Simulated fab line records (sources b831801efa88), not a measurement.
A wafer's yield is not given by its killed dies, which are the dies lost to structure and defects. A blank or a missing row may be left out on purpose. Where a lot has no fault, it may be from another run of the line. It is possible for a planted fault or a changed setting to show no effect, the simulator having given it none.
fab line records -- flow gf180mcu
[record] lots = 14, wafers = 42, last-day = 34
route steps=602 shown POLY_GATE@169 HV_LDD@183
lots with no fault: from the same line, run without faults
start-h: start of the lot's first displayed wafer, in hours after the record's first day -- wait-h: how many hours have passed since the lot's step before this one -- " the same as in the row above -- L1.1+2: a row that stands for several wafers -- - no value, or no start was given -- * or withheld: withheld -- < > ~ a bound
route shown NAME@n: NAME is a module with steps in the file, n the number in the route of the first one -- usual: average and standard deviation across the fault-free wafers -- same: alike in all rows -- chamber/n: place in a boat -- sites: readings site by site -- _std_site: standard deviation across them -- _edge_site: inner sites' mean taken away from outer sites' mean -- radius-mm: for every site, how far away it sits from the centre of the wafer -- mask NAME#n: copy n -- behind: the tool/chamber that last shaped the wafer -- hold: why the lot was held/for how many hours/how that ended -- device: the transistor (n, p or np) that didn't switch -- end of line: the same wafers' tests at the end of the route -- for a step that has no rows: nothing shown but its recipe -- killed: not the wafer's yield, but the dies lost to structure and defects at the first sort -- map: shows each die of a wafer: x if killed, . if not, _ if none is there
set.NAME: the setting as run; set.NAME@STEP: as run at that earlier step -- model.NAME: the simulator's own value behind a step, which no gauge read
route steps across a sampled set of lots; one table per step, one row per wafer
services: a tool's chamber out of use, with start hour (start-h, from the record's first day; less than 0 if before it), hours out, and reason
[[steps]]
[step GF_POLY_GATE_ETCH_12]
[recipe] chemistry = N2/H2, target-depth-a = withheld, overetch-a = withheld, time-s = withheld, target = BARC, ion-energy-ev = 200, source-w = 500, bias-w = 100, pressure-mtorr = 30, n2-flow-sccm = 100, h2-flow-sccm = 200
[usual] drypump-motor-current-A = 5.8/0.31, oes-product-au = 0.736/0.0048, throttle-valve-pct = 13.213/0.0093
lot.wafer,tool,chamber,start-h,wait-h,drypump-motor-current-A,oes-product-au,throttle-valve-pct
L536.2,rie-diel-04,3,198.94,0.0,5.7,0.741,13.207
L536.4,rie-diel-04,0,198.94,0.0,6.1,0.743,13.205
L536.5,rie-diel-04,0,198.94,0.0,6.1,0.735,13.232
L538.1,rie-diel-02,2,212.08,0.0,5.5,0.743,13.210
L538.4,rie-diel-02,3,212.08,0.0,5.7,0.732,13.189
L538.5,rie-diel-02,1,212.08,0.0,5.4,0.738,13.219
L539.1,rie-diel-02,3,220.95,0.0,5.7,0.736,13.217
L539.2,rie-diel-02,0,220.95,0.0,5.8,0.732,13.215
L539.5,rie-diel-02,2,220.95,0.0,5.4,0.741,13.218
L540.1,rie-diel-04,1,226.80,0.0,6.1,0.733,13.218
L540.2,rie-diel-04,2,226.80,0.0,5.5,0.739,13.207
L540.6,rie-diel-04,0,226.80,0.0,6.1,0.738,13.217
L541.2,rie-diel-03,0,235.19,0.0,5.4,0.735,13.211
L541.3,rie-diel-03,2,235.19,0.0,5.8,0.734,13.211
L541.6,rie-diel-03,3,235.19,0.0,5.4,0.738,13.215
L542.3,rie-diel-03,3,242.43,0.0,5.4,0.741,13.219
L542.5,rie-diel-03,0,242.43,0.0,5.4,0.741,13.214
L542.6,rie-diel-03,3,242.43,0.0,5.4,0.730,13.202
L544.2,rie-diel-03,2,251.25,0.0,5.7,0.734,13.206
L544.4,rie-diel-03,0,251.25,0.0,5.4,0.737,13.226
L544.6,rie-diel-03,2,251.25,0.0,5.7,0.729,13.202
L549.2,rie-diel-04,1,291.75,0.0,6.1,0.735,13.195
L549.3,rie-diel-04,2,291.75,0.0,5.5,0.738,13.224
L549.6,rie-diel-04,3,291.75,0.0,5.7,0.732,13.221
L550.1,rie-diel-02,0,297.25,0.0,5.8,0.744,13.228
L550.2,rie-diel-02,1,297.25,0.0,5.4,0.737,13.210
L550.5,rie-diel-02,0,297.25,0.0,5.8,0.742,13.208
L554.1,rie-diel-03,3,324.29,0.0,5.4,0.737,13.203
L554.3,rie-diel-03,0,324.29,0.0,5.4,0.746,13.205
L554.5,rie-diel-03,0,324.29,0.0,5.4,0.740,13.224
L555.1,rie-diel-03,1,336.43,0.0,6.2,0.740,13.210
L555.2,rie-diel-03,3,336.43,0.0,5.4,0.738,13.228
L555.5,rie-diel-03,0,336.43,0.0,5.4,0.738,13.214
L556.1,rie-diel-03,1,340.98,0.0,6.2,0.728,13.221
L556.3,rie-diel-03,2,340.98,0.0,5.7,0.735,13.207
L556.4,rie-diel-03,0,340.98,0.0,5.4,0.732,13.210
L558.1,rie-diel-03,0,352.58,0.0,5.4,0.743,13.210
L558.2,rie-diel-03,1,352.58,0.0,6.2,0.734,13.200
L558.3,rie-diel-03,3,352.58,0.0,5.4,0.731,13.218
L559.4,rie-diel-04,2,361.23,0.0,5.5,0.739,13.217
L559.5,rie-diel-04,1,361.23,0.0,6.1,0.736,13.207
L559.6,rie-diel-04,2,361.23,0.0,5.6,0.732,13.227
[step GF_POLY_GATE_CD_MEAS_18]
[usual] cd-nm = 279.8/1.6
lot.wafer,tool,chamber,start-h,wait-h,cd-nm
L536.2,cd-sem-01,-,201.99,0.1,280.6
L536.4,cd-sem-01,-,201.99,0.1,280.9
L536.5,cd-sem-01,-,201.99,0.1,279.8
L538.1,cd-sem-01,-,215.24,0.1,278.1
L538.4,cd-sem-01,-,215.24,0.1,278.7
L538.5,cd-sem-01,-,215.24,0.1,277.9
L539.1,cd-sem-02,-,227.85,0.1,280.0
L539.2,cd-sem-02,-,227.85,0.1,279.5
L539.5,cd-sem-02,-,227.85,0.1,279.0
L540.1,cd-sem-01,-,231.22,0.1,278.8
L540.2,cd-sem-01,-,231.22,0.1,279.1
L540.6,cd-sem-01,-,231.22,0.1,278.5
L541.2,cd-sem-01,-,236.79,0.1,277.9
L541.3,cd-sem-01,-,236.79,0.1,280.9
L541.6,cd-sem-01,-,236.79,0.1,282.0
L542.3,cd-sem-02,-,244.10,0.1,281.6
L542.5,cd-sem-02,-,244.10,0.1,278.6
L542.6,cd-sem-02,-,244.10,0.1,281.8
L544.2,cd-sem-02,-,253.12,0.1,278.2
L544.4,cd-sem-02,-,253.12,0.1,277.1
L544.6,cd-sem-02,-,253.12,0.1,279.4
L549.2,cd-sem-01,-,294.09,0.1,278.7
L549.3,cd-sem-01,-,294.09,0.1,277.9
L549.6,cd-sem-01,-,294.09,0.1,277.9
L550.1,cd-sem-01,-,300.57,0.1,282.1
L550.2,cd-sem-01,-,300.57,0.1,279.4
L550.5,cd-sem-01,-,300.57,0.1,278.4
L554.1,cd-sem-01,-,325.87,0.1,279.5
L554.3,cd-sem-01,-,325.87,0.1,280.0
L554.5,cd-sem-01,-,325.87,0.1,279.0
L555.1,cd-sem-02,-,338.98,0.1,282.1
L555.2,cd-sem-02,-,338.98,0.1,280.8
L555.5,cd-sem-02,-,338.98,0.1,280.9
L556.1,cd-sem-02,-,342.99,0.1,279.8
L556.3,cd-sem-02,-,342.99,0.1,280.6
L556.4,cd-sem-02,-,342.99,0.1,279.0
L558.1,cd-sem-01,-,354.17,0.1,280.4
L558.2,cd-sem-01,-,354.17,0.1,283.0
L558.3,cd-sem-01,-,354.17,0.1,282.5
L559.4,cd-sem-01,-,362.91,0.1,279.1
L559.5,cd-sem-01,-,362.91,0.1,280.0
L559.6,cd-sem-01,-,362.91,0.1,278.5
[step GF_HV_LDD_CD_MEAS_07]
[recipe] target-cd-nm = 400
[usual] cd-nm = 400.7/2
lot.wafer,tool,chamber,start-h,wait-h,cd-nm
L536.2,cd-sem-02,-,219.42,0.1,401.8
L536.4,cd-sem-02,-,219.42,0.1,402.1
L536.5,cd-sem-02,-,219.42,0.1,402.8
L538.1,cd-sem-01,-,232.53,0.1,403.2
L538.4,cd-sem-01,-,232.53,0.1,400.0
L538.5,cd-sem-01,-,232.53,0.1,399.5
L539.1,cd-sem-02,-,245.99,0.1,399.9
L539.2,cd-sem-02,-,245.99,0.1,399.7
L539.5,cd-sem-02,-,245.99,0.1,400.3
L540.1,cd-sem-02,-,249.25,0.1,404.0
L540.2,cd-sem-02,-,249.25,0.1,403.2
L540.6,cd-sem-02,-,249.25,0.1,404.1
L541.2,cd-sem-02,-,255.41,0.1,400.4
L541.3,cd-sem-02,-,255.41,0.1,400.2
L541.6,cd-sem-02,-,255.41,0.1,401.0
L542.3,cd-sem-02,-,262.91,0.1,398.6
L542.5,cd-sem-02,-,262.91,0.1,401.2
L542.6,cd-sem-02,-,262.91,0.1,400.3
L544.2,cd-sem-02,-,272.06,0.1,398.7
L544.4,cd-sem-02,-,272.06,0.1,397.6
L544.6,cd-sem-02,-,272.06,0.1,399.3
L549.2,cd-sem-01,-,314.56,0.1,402.8
L549.3,cd-sem-01,-,314.56,0.1,403.2
L549.6,cd-sem-01,-,314.56,0.1,402.4
L550.1,cd-sem-01,-,320.57,0.1,400.5
L550.2,cd-sem-01,-,320.57,0.1,399.4
L550.5,cd-sem-01,-,320.57,0.1,400.5
L554.1,cd-sem-02,-,347.42,0.1,398.4
L554.3,cd-sem-02,-,347.42,0.1,399.3
L554.5,cd-sem-02,-,347.42,0.1,401.3
L555.1,cd-sem-01,-,360.74,0.1,401.7
L555.2,cd-sem-01,-,360.74,0.1,400.5
L555.5,cd-sem-01,-,360.74,0.1,401.4
L556.1,cd-sem-02,-,364.25,0.1,401.3
L556.3,cd-sem-02,-,364.25,0.1,400.7
L556.4,cd-sem-02,-,364.25,0.1,400.4
L558.1,cd-sem-01,-,376.29,0.1,399.4
L558.2,cd-sem-01,-,376.29,0.1,401.6
L558.3,cd-sem-01,-,376.29,0.1,400.3
L559.4,cd-sem-01,-,385.21,0.1,402.8
L559.5,cd-sem-01,-,385.21,0.1,401.1
L559.6,cd-sem-01,-,385.21,0.1,403.5
[step GF_HV_LDD_RTA_52]
[recipe] temp-c = 1000, time-s = 10, ambient = N2
[usual] anneal-temp-c-max = 1006.0/1.1, chamber-o2-ppm = 1.998/0.024, lamp-power-pct = 29.02/0.24, wafer_temp_C_max = 1002.7/0.8
lot.wafer,tool,chamber,start-h,wait-h,anneal-temp-c-max,chamber-o2-ppm,lamp-power-pct,wafer_temp_C_max
L536.2,rtp-anneal-01,0,275.77,0.0,1007.1,2.008,28.87,1002.0
L536.4,rtp-anneal-01,0,275.77,0.0,1004.9,1.964,28.88,1002.7
L536.5,rtp-anneal-01,0,275.77,0.0,1004.5,2.007,28.89,1002.1
L538.1,rtp-anneal-01,0,290.76,0.0,1007.0,1.948,28.87,1004.5
L538.4,rtp-anneal-01,0,290.76,0.0,1006.6,1.934,28.80,1001.7
L538.5,rtp-anneal-01,0,290.76,0.0,1004.9,1.943,28.86,1002.5
L539.1,rtp-anneal-02,0,305.56,0.0,1004.8,2.021,29.37,1002.6
L539.2,rtp-anneal-02,0,305.56,0.0,1005.0,2.019,29.41,1002.6
L539.5,rtp-anneal-02,0,305.56,0.0,1005.4,2.001,29.32,1004.1
L540.1,rtp-anneal-01,0,309.46,0.0,1008.3,1.989,28.86,1001.7
L540.2,rtp-anneal-01,0,309.46,0.0,1006.1,1.993,28.87,1001.9
L540.6,rtp-anneal-01,0,309.46,0.0,1007.4,2.004,28.86,1001.8
L541.2,rtp-anneal-02,0,317.37,0.0,1005.6,2.004,29.35,1002.8
L541.3,rtp-anneal-02,0,317.37,0.0,1005.3,1.973,29.35,1002.5
L541.6,rtp-anneal-02,0,317.37,0.0,1005.2,2.007,29.42,1002.1
L542.3,rtp-anneal-02,0,324.36,0.0,1005.0,1.999,29.34,1003.4
L542.5,rtp-anneal-02,0,324.36,0.0,1004.2,2.008,29.35,1004.0
L542.6,rtp-anneal-02,0,324.36,0.0,1005.4,1.977,29.36,1002.2
L544.2,rtp-anneal-01,0,334.62,0.0,1006.1,1.999,28.86,1002.6
L544.4,rtp-anneal-01,0,334.62,0.0,1007.4,2.033,28.86,1002.6
L544.6,rtp-anneal-01,0,334.62,0.0,1004.9,2.011,28.85,1002.4
L549.2,rtp-anneal-01,-,380.20,0.0,-,-,-,-
L549.3,rtp-anneal-01,-,380.20,0.0,-,-,-,-
L549.6,rtp-anneal-01,-,380.20,0.0,-,-,-,-
L550.1,rtp-anneal-01,-,387.01,0.0,-,-,-,-
L550.2,rtp-anneal-01,-,387.01,0.0,-,-,-,-
L550.5,rtp-anneal-01,-,387.01,0.0,-,-,-,-
L554.1,rtp-anneal-02,0,416.68,0.0,1005.0,1.991,29.39,1004.6
L554.3,rtp-anneal-02,0,416.68,0.0,1006.3,1.992,29.41,1003.3
L554.5,rtp-anneal-02,0,416.68,0.0,1005.8,2.016,29.38,1004.2
L555.1,rtp-anneal-01,0,431.26,0.0,1004.5,2.047,28.82,1002.1
L555.2,rtp-anneal-01,0,431.26,0.0,1005.2,1.995,28.85,1002.2
L555.5,rtp-anneal-01,0,431.26,0.0,1005.9,2.008,28.83,1001.3
L556.1,rtp-anneal-01,0,435.95,0.0,1008.0,1.965,28.89,1001.8
L556.3,rtp-anneal-01,0,435.95,0.0,1008.0,1.973,28.81,1002.5
L556.4,rtp-anneal-01,0,435.95,0.0,1005.6,1.984,28.81,1001.7
L558.1,rtp-anneal-01,0,447.90,0.0,1007.3,2.058,28.82,1002.1
L558.2,rtp-anneal-01,0,447.90,0.0,1008.2,2.021,28.86,1002.3
L558.3,rtp-anneal-01,0,447.90,0.0,1006.5,2.021,28.86,1002.6
L559.4,rtp-anneal-01,0,456.83,0.0,1007.8,1.997,28.86,1002.9
L559.5,rtp-anneal-01,0,456.83,0.0,1007.0,1.992,28.86,1001.5
L559.6,rtp-anneal-01,0,456.83,0.0,1006.2,2.021,28.85,1003.2
[step GF_HV_LDD_RS_MEAS_53]
[recipe] thk-meas-gauge = four-point-probe
[usual] HV_LDD_RS = 418.6/1.1
lot.wafer,tool,chamber,start-h,wait-h,HV_LDD_RS[ohm/sq]
L536.2,film-metro-01,-,275.84,0.1,418.1
L536.4,film-metro-01,-,275.84,0.1,418.7
L536.5,film-metro-01,-,275.84,0.1,418.2
L538.1,film-metro-01,-,290.82,0.1,418.5
L538.4,film-metro-01,-,290.82,0.1,417.7
L538.5,film-metro-01,-,290.82,0.1,418.5
L539.1,film-metro-02,-,305.63,0.1,416.0
L539.2,film-metro-02,-,305.63,0.1,416.9
L539.5,film-metro-02,-,305.63,0.1,416.6
L540.1,film-metro-04,-,309.53,0.1,416.3
L540.2,film-metro-04,-,309.53,0.1,418.0
L540.6,film-metro-04,-,309.53,0.1,416.6
L541.2,film-metro-02,-,317.45,0.1,417.4
L541.3,film-metro-02,-,317.45,0.1,419.0
L541.6,film-metro-02,-,317.45,0.1,418.2
L542.3,film-metro-01,-,324.45,0.1,421.1
L542.5,film-metro-01,-,324.45,0.1,419.9
L542.6,film-metro-01,-,324.45,0.1,420.6
L544.2,film-metro-02,-,334.70,0.1,418.7
L544.4,film-metro-02,-,334.70,0.1,418.2
L544.6,film-metro-02,-,334.70,0.1,418.1
L549.2,film-metro-01,-,380.28,0.1,-
L549.3,film-metro-01,-,380.28,0.1,-
L549.6,film-metro-01,-,380.28,0.1,-
L550.1,film-metro-01,-,387.08,0.1,-
L550.2,film-metro-01,-,387.08,0.1,-
L550.5,film-metro-01,-,387.08,0.1,-
L554.1,film-metro-02,-,416.81,0.1,418.3
L554.3,film-metro-02,-,416.81,0.1,418.6
L554.5,film-metro-02,-,416.81,0.1,417.3
L555.1,film-metro-02,-,431.33,0.1,418.3
L555.2,film-metro-02,-,431.33,0.1,418.8
L555.5,film-metro-02,-,431.33,0.1,418.4
L556.1,film-metro-02,-,436.02,0.1,418.7
L556.3,film-metro-02,-,436.02,0.1,417.9
L556.4,film-metro-02,-,436.02,0.1,418.0
L558.1,film-metro-02,-,447.96,0.1,417.7
L558.2,film-metro-02,-,447.96,0.1,418.1
L558.3,film-metro-02,-,447.96,0.1,418.0
L559.4,film-metro-01,-,456.92,0.1,417.8
L559.5,film-metro-01,-,456.92,0.1,417.3
L559.6,film-metro-01,-,456.92,0.1,419.3
[[services]]
tool,chamber,start-h,hours,kind
rie-diel-04,-,175.57,4.3,pm
rtp-anneal-02,-,183.71,60.2,pm
rie-diel-02,1,189.62,2.3,repair
rie-diel-03,-,247.98,2.8,pm
rie-diel-02,2,250.30,3.7,repair
rie-diel-02,3,261.67,9.4,repair
rie-diel-02,-,267.28,0.2,repair
rie-diel-03,1,273.05,-,clean
rie-diel-03,1,273.05,17.0,scheduled-down
rie-diel-03,1,273.05,17.0,vent-cycle
rie-diel-04,-,285.30,1.7,repair
rie-diel-03,3,286.71,11.2,repair
rie-diel-03,3,298.59,4.0,repair
rie-diel-03,1,302.24,13.1,repair
rie-diel-02,0,304.80,5.5,repair
rie-diel-02,-,306.32,9.0,repair
rtp-anneal-01,-,314.51,12.7,pm
rie-diel-04,3,327.84,20.1,repair
rtp-anneal-01,-,353.46,2.1,pm
rie-diel-02,2,362.90,7.4,repair
rie-diel-03,0,377.01,7.0,repair
rie-diel-03,3,414.43,7.2,repair
rie-diel-04,0,429.38,1.7,repair
rie-diel-03,0,449.41,1.4,repair
[[key]]
[first-sign] step = GF_HV_LDD_RTA_52, reading = tool-record, direction = missing
[effect] step = GF_HV_LDD_RS_MEAS_53, reading = HV_LDD_RS, direction = missing
met-at GF_HV_LDD_RTA_52
struck-lots L549,L550
later-rows-left-out L549.2,L549.3,L549.6,L550.1,L550.2,L550.5
sort-left-out L549.2,L549.3,L549.6,L550.1,L550.2,L550.5
tester-left-out L549,L550
not-acting-at GF_POLY_GATE_ETCH_12,GF_POLY_GATE_CD_MEAS_18,GF_HV_LDD_CD_MEAS_07
onset-between 334.62 380.20
[fault] kind = skipped-step-whole, tool = rtp-anneal-01,rtp-anneal-02, chamber = -, onset-h = 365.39, steps = GF_HV_LDD_RTA_52, scope = struck-lots-only
// tester-left-out: of these lots the tester's yield and bins aren't shown, on N5 and GAA mostly nor the transistor test; their killed dies are dies lost to structure and defects alone, not to doping, threshold or leakage, so they don't give the yield
// sort-left-out: the simulated sort isn't trusted on such a fault, so these wafers' sort isn't shown, and their yield isn't known
// later-rows-left-out: the simulator's readings of these wafers behind a module that went badly wrong aren't trusted and aren't shown, but for the sort
